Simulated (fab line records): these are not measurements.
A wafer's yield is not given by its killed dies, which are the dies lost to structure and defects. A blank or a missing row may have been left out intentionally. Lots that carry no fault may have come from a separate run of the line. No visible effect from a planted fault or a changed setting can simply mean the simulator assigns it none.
Chamber matching | flow sky130 | 3 sister chambers for SKY_CONTACT_CVD_00 on pecvd-02
The step deposits Si3N4, target thk 75 nm. 18 wafers are shown with their chamber, then 9 later ones without.

EACH WAFER AND ITS CHAMBER
wafer  | chamber | heater power w (W)
L077.2 | 0       | 695
L077.3 | 2       | 817
L077.6 | 2       | 835
L078.3 | 1       | 742
L078.5 | 2       | 831
L078.6 | 1       | 733
L081.3 | 0       | 624
L081.4 | 0       | 623
L081.5 | 2       | 789
L082.1 | 2       | 794
L082.3 | 0       | 664
L082.5 | 1       | 643
L089.3 | 2       | 821
L089.5 | 2       | 810
L089.6 | 1       | 751
L091.2 | 2       | 738
L091.4 | 2       | 756
L091.5 | 1       | 704

SIGNATURES, as means of the wafers listed above
reading        | chamber 0 | chamber 1 | chamber 2 | scatter within a chamber
heater power w | 651.50    | 714.60    | 799.00    | 36.7
Rule: a wafer lies at a distance from a chamber equal to the root of the sum of squares, over the readings, of (its reading less the chamber's mean, divided by the reading's scatter). The wafer belongs to the nearest chamber; if the next one is less than 2 further off, it can't be placed. How the scatter is found: for the shown wafers, subtract from each reading the mean of its chamber, square and add these, divide the total by (wafers less chambers), then take the root.

WAFERS WITHOUT THEIR CHAMBER
wafer  | heater power w (W)
L092.1 | 841
L092.3 | 739
L092.5 | 681
L096.1 | 672
L096.3 | 611
L096.4 | 803
L097.1 | 703
L097.2 | 721
L097.5 | 715

EACH ONE'S CHAMBER
wafer  | from the rows above          | in truth
L092.1 | 2                            | 2
L092.3 | can't be placed: 1 or 2 or 0 | 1
L092.5 | can't be placed: 0 or 1      | 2
L096.1 | can't be placed: 0 or 1      | 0
L096.3 | can't be placed: 0 or 1      | 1
L096.4 | 2                            | 2
L097.1 | can't be placed: 1 or 0      | 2
L097.2 | can't be placed: 1 or 0 or 2 | 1
L097.5 | can't be placed: 1 or 0      | 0
Placed correctly: 2 of 9. Unplaceable from these rows: 7, with the true chamber sitting among the candidates in 5. Number placed wrongly: 0.
